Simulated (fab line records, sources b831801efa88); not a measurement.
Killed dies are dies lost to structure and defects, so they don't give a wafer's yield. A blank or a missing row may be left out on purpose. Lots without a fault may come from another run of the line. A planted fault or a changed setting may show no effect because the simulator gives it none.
Which tool did it? | flow sky130 | 12 lots, 36 wafers sampled, at 5 steps of a route of 708

WHAT THE GAUGES READ, wafer by wafer
The record holds no reading of a measuring or inspecting step that can be judged against a usual standard deviation.

WHICH TOOL RAN EACH LOT (tool, then ch and the chambers of the sampled wafers, then the start)
lot  | SKY_VIA1_HDPCVD_00               | SKY_METAL4_METAL_ETCH_18          | SKY_METAL5_SPUTTER_03        | SKY_PASSIVATION_ETCH_11            | SKY_PAD_OPEN_PROBE_99
L282 | hdpcvd-02 ch 0,1,2, day 33 00:49 | rie_metal-02 ch 0,1, day 42 02:18 | pvd_sputter-02, day 43 03:43 | rie_diel-03 ch 2,3, day 45 01:35   | prober-01, day 46 00:55
L283 | hdpcvd-01 ch 1,2, day 33 00:52   | rie_metal-01 ch 0,1, day 42 02:54 | pvd_sputter-01, day 43 04:44 | rie_diel-02 ch 1,2, day 45 03:33   | prober-02, day 46 03:28
L284 | hdpcvd-01 ch 0,1,2, day 33 09:14 | rie_metal-04 ch 0,1, day 42 06:20 | pvd_sputter-04, day 43 08:20 | rie_diel-01 ch 1,2, day 45 06:38   | prober-01, day 46 06:01
L286 | hdpcvd-01 ch 0,1, day 33 23:50   | rie_metal-04 ch 0,1, day 42 19:42 | pvd_sputter-02, day 43 22:28 | rie_diel-03 ch 0,1,2, day 45 18:59 | prober-01, day 46 16:49
L290 | hdpcvd-01 ch 0,1,2, day 35 13:29 | rie_metal-04 ch 0,1, day 44 06:06 | pvd_sputter-01, day 45 07:16 | rie_diel-01 ch 0,1, day 47 00:59   | prober-01, day 47 23:10
L292 | hdpcvd-01 ch 0,1,2, day 36 04:43 | rie_metal-02 ch 0,1, day 44 17:25 | pvd_sputter-02, day 45 16:56 | rie_diel-01 ch 0,1,3, day 47 10:30 | prober-02, day 48 08:28
L291 | hdpcvd-01 ch 0,1, day 36 05:32   | rie_metal-02 ch 0,1, day 44 18:06 | pvd_sputter-04, day 45 17:43 | rie_diel-02 ch 1,2,3, day 47 10:56 | prober-01, day 48 08:40
L295 | hdpcvd-02 ch 0,2, day 38 03:51   | rie_metal-04 ch 0, day 46 09:46   | pvd_sputter-01, day 47 08:17 | rie_diel-01 ch 0,3, day 49 00:23   | prober-01, day 49 20:58
L300 | hdpcvd-01 ch 0,1, day 38 19:32   | rie_metal-02 ch 0,1, day 46 22:27 | pvd_sputter-01, day 47 20:53 | rie_diel-02 ch 0,1,3, day 49 11:20 | prober-01, day 50 07:46
L302 | hdpcvd-01 ch 0,1,2, day 39 04:05 | rie_metal-04 ch 0,1, day 47 05:04 | pvd_sputter-04, day 48 02:53 | rie_diel-02 ch 1,2, day 49 17:23   | prober-01, day 50 12:45
L304 | hdpcvd-02 ch 1,2, day 39 19:20   | rie_metal-04 ch 0,1, day 47 18:39 | pvd_sputter-04, day 48 15:44 | rie_diel-02 ch 0,1,2, day 50 05:06 | prober-01, day 50 23:26
L305 | hdpcvd-02 ch 0,1,2, day 40 01:47 | rie_metal-01 ch 0,1, day 48 03:43 | pvd_sputter-04, day 49 01:29 | rie_diel-01 ch 0,1,3, day 50 13:53 | prober-01, day 51 07:31
- SKY_VIA1_HDPCVD_00: deposits SiO2, target thk 1030 nm, time 171.7 s.
- SKY_METAL4_METAL_ETCH_18: etches the open film in Cl2/BCl3, stops on SiO2, target depth 845 nm, time 183.1 s.
- SKY_METAL5_SPUTTER_03: material Ti, target thk 5 nm, time 3.3 s.
- SKY_PASSIVATION_ETCH_11: etches the open film in CF4/O2, stops on AlCu, target depth 725 nm, time 161.1 s.
- SKY_PAD_OPEN_PROBE_99

WHAT THE TOOLS THEMSELVES READ (means of the sampled wafers that have a number; where no wafer has one, the mark that the record gives instead)
SKY_VIA1_HDPCVD_00.
lot  | tool      | susceptor_temp_C (C)
L282 | hdpcvd-02 | 400.05
L283 | hdpcvd-01 | 400.15
L284 | hdpcvd-01 | 400.15
L286 | hdpcvd-01 | 400.11
L290 | hdpcvd-01 | 400.09
L292 | hdpcvd-01 | 399.81
L291 | hdpcvd-01 | 399.87
L295 | hdpcvd-02 | 399.91
L300 | hdpcvd-01 | 400.13
L302 | hdpcvd-01 | 399.85
L304 | hdpcvd-02 | 400.03
L305 | hdpcvd-02 | 399.96

SKY_METAL4_METAL_ETCH_18.
lot  | tool         | bcl3_flow_sccm (sccm) | drypump_motor_current_A (A) | oes_product_au (a.u.) | throttle_valve_pct (%)
L282 | rie_metal-02 | 30.00                 | 6.0                         | 0.864                 | 22.257
L283 | rie_metal-01 | 29.98                 | 5.4                         | 0.860                 | 22.268
L284 | rie_metal-04 | 30.03                 | 5.7                         | 0.866                 | 22.256
L286 | rie_metal-04 | 29.92                 | 5.9                         | 0.867                 | 22.256
L290 | rie_metal-04 | 30.13                 | 5.9                         | 0.864                 | 22.269
L292 | rie_metal-02 | 29.97                 | 6.0                         | 0.870                 | 22.260
L291 | rie_metal-02 | 29.97                 | 6.0                         | 0.869                 | 22.263
L295 | rie_metal-04 | 29.99                 | 6.1                         | 0.871                 | 22.267
L300 | rie_metal-02 | 29.98                 | 5.9                         | 0.858                 | 22.270
L302 | rie_metal-04 | 30.03                 | 5.7                         | 0.862                 | 22.264
L304 | rie_metal-04 | 30.04                 | 5.9                         | 0.864                 | 22.256
L305 | rie_metal-01 | 30.00                 | 5.4                         | 0.865                 | 22.259

SKY_METAL5_SPUTTER_03.
lot  | tool           | throttle_valve_pct (%)
L282 | pvd_sputter-02 | 30.3
L283 | pvd_sputter-01 | 29.5
L284 | pvd_sputter-04 | 28.1
L286 | pvd_sputter-02 | 29.4
L290 | pvd_sputter-01 | 29.3
L292 | pvd_sputter-02 | 30.1
L291 | pvd_sputter-04 | 28.6
L295 | pvd_sputter-01 | 28.5
L300 | pvd_sputter-01 | 29.8
L302 | pvd_sputter-04 | 29.0
L304 | pvd_sputter-04 | 29.2
L305 | pvd_sputter-04 | 29.4

SKY_PASSIVATION_ETCH_11.
lot  | tool        | drypump_motor_current_A (A) | oes_product_au (a.u.) | throttle_valve_pct (%)
L282 | rie_diel-03 | 5.5                         | 0.982                 | 5.961
L283 | rie_diel-02 | 5.6                         | 0.980                 | 5.966
L284 | rie_diel-01 | 5.5                         | 0.972                 | 5.957
L286 | rie_diel-03 | 5.7                         | 0.973                 | 5.962
L290 | rie_diel-01 | 5.9                         | 0.983                 | 5.966
L292 | rie_diel-01 | 5.6                         | 0.975                 | 5.964
L291 | rie_diel-02 | 5.6                         | 0.973                 | 5.970
L295 | rie_diel-01 | 5.9                         | 0.988                 | 5.977
L300 | rie_diel-02 | 5.8                         | 0.978                 | 5.967
L302 | rie_diel-02 | 5.9                         | 0.984                 | 5.962
L304 | rie_diel-02 | 5.8                         | 0.975                 | 5.968
L305 | rie_diel-01 | 5.6                         | 0.984                 | 5.967

SKY_PAD_OPEN_PROBE_99.
lot  | tool      | defect_limited_yield (%) | killed_at_M0_to_M3 | killed_at_M4_up | killed_at_contacts | killed_at_front_end | killed_at_other | killed_dies | killed_open | killed_short | sort_bin_3_pad_short (%) | sort_bin_5_function (%) | sort_bin_6_memory (%) | sort_n_pass | sort_yield_pct (%)
L282 | prober-01 | 81.7                     | 47                 | 2.3             | 23                 | 17                  | 0.7             | 90          | 50          | 40           | 0.8                      | 10.4                    | 7.1                   | 402         | 81.7
L283 | prober-02 | 82.0                     | 44                 | 2.0             | 29                 | 14                  | 0.0             | 89          | 44          | 45           | 1.3                      | 11.3                    | 5.5                   | 403         | 82.0
L284 | prober-01 | 82.0                     | 48                 | 1.0             | 24                 | 15                  | 0.3             | 88          | 40          | 49           | 1.1                      | 10.9                    | 6.0                   | 404         | 82.0
L286 | prober-01 | 82.8                     | 42                 | 3.0             | 25                 | 15                  | 0.0             | 84          | 47          | 38           | 0.9                      | 9.0                     | 7.2                   | 408         | 82.8
L290 | prober-01 | 77.6                     | 75                 | 2.0             | 22                 | 11                  | 0.0             | 110         | 41          | 34           | 2.1                      | 13.7                    | 6.6                   | 382         | 77.6
L292 | prober-02 | 75.5                     | 81                 | 3.7             | 23                 | 12                  | 0.0             | 120         | 42          | 42           | 2.1                      | 15.2                    | 7.1                   | 372         | 75.5
L291 | prober-01 | 75.1                     | 84                 | 4.7             | 22                 | 12                  | 0.0             | 122         | 44          | 37           | 1.8                      | 15.5                    | 7.5                   | 370         | 75.1
L295 | prober-01 | 83.0                     | 42                 | 1.7             | 21                 | 18                  | 0.0             | 83          | 46          | 37           | 0.8                      | 9.8                     | 6.4                   | 409         | 83.0
L300 | prober-01 | 82.3                     | 46                 | 3.7             | 26                 | 12                  | 0.0             | 87          | 44          | 43           | 0.9                      | 10.2                    | 6.5                   | 405         | 82.3
L302 | prober-01 | 84.5                     | 32                 | 3.0             | 26                 | 14                  | 0.0             | 76          | 38          | 38           | 0.7                      | 9.2                     | 5.5                   | 416         | 84.5
L304 | prober-01 | 80.8                     | 50                 | 5.0             | 22                 | 17                  | 0.3             | 95          | 52          | 43           | 0.7                      | 11.3                    | 7.2                   | 397         | 80.8
L305 | prober-01 | 82.4                     | 40                 | 4.3             | 25                 | 17                  | 0.0             | 87          | 52          | 35           | 0.4                      | 11.0                    | 6.2                   | 405         | 82.4

THE ANSWER, worked out from the rows above alone
Rule: what is usual is taken from the lots themselves. Put in order of their means at a reading, lots are off if they are a third of the lots or fewer, leave a main group of 4 or more, and stand apart from it by a gap of 3 or more times the standard deviation of the main group's means; of several such gaps the widest counts. A main group whose means are all the same, to the digits that the tables above print for the reading, isn't used. A lot without any number at a reading at which 4 lots or more have one is off too. The other lots that the step has rows for count as sound. The gauges are gone through in route order, then the tools' own readings, and for those a lot's mean is taken as printed above. The first step at which some lot is off is used, and at that step the reading that is off furthest; a lot without a number counts as furthest.
Off: L290, L292, L291, at SKY_PAD_OPEN_PROBE_99 (killed_at_M0_to_M3). The main group: mean 43, standard deviation 5.1.
A tool fits if, at that step or a process step before it, it ran every lot that is off, and no sound lot after the first of them. None of those tried fits.

WHAT THE SIMULATOR HAD PUT IN
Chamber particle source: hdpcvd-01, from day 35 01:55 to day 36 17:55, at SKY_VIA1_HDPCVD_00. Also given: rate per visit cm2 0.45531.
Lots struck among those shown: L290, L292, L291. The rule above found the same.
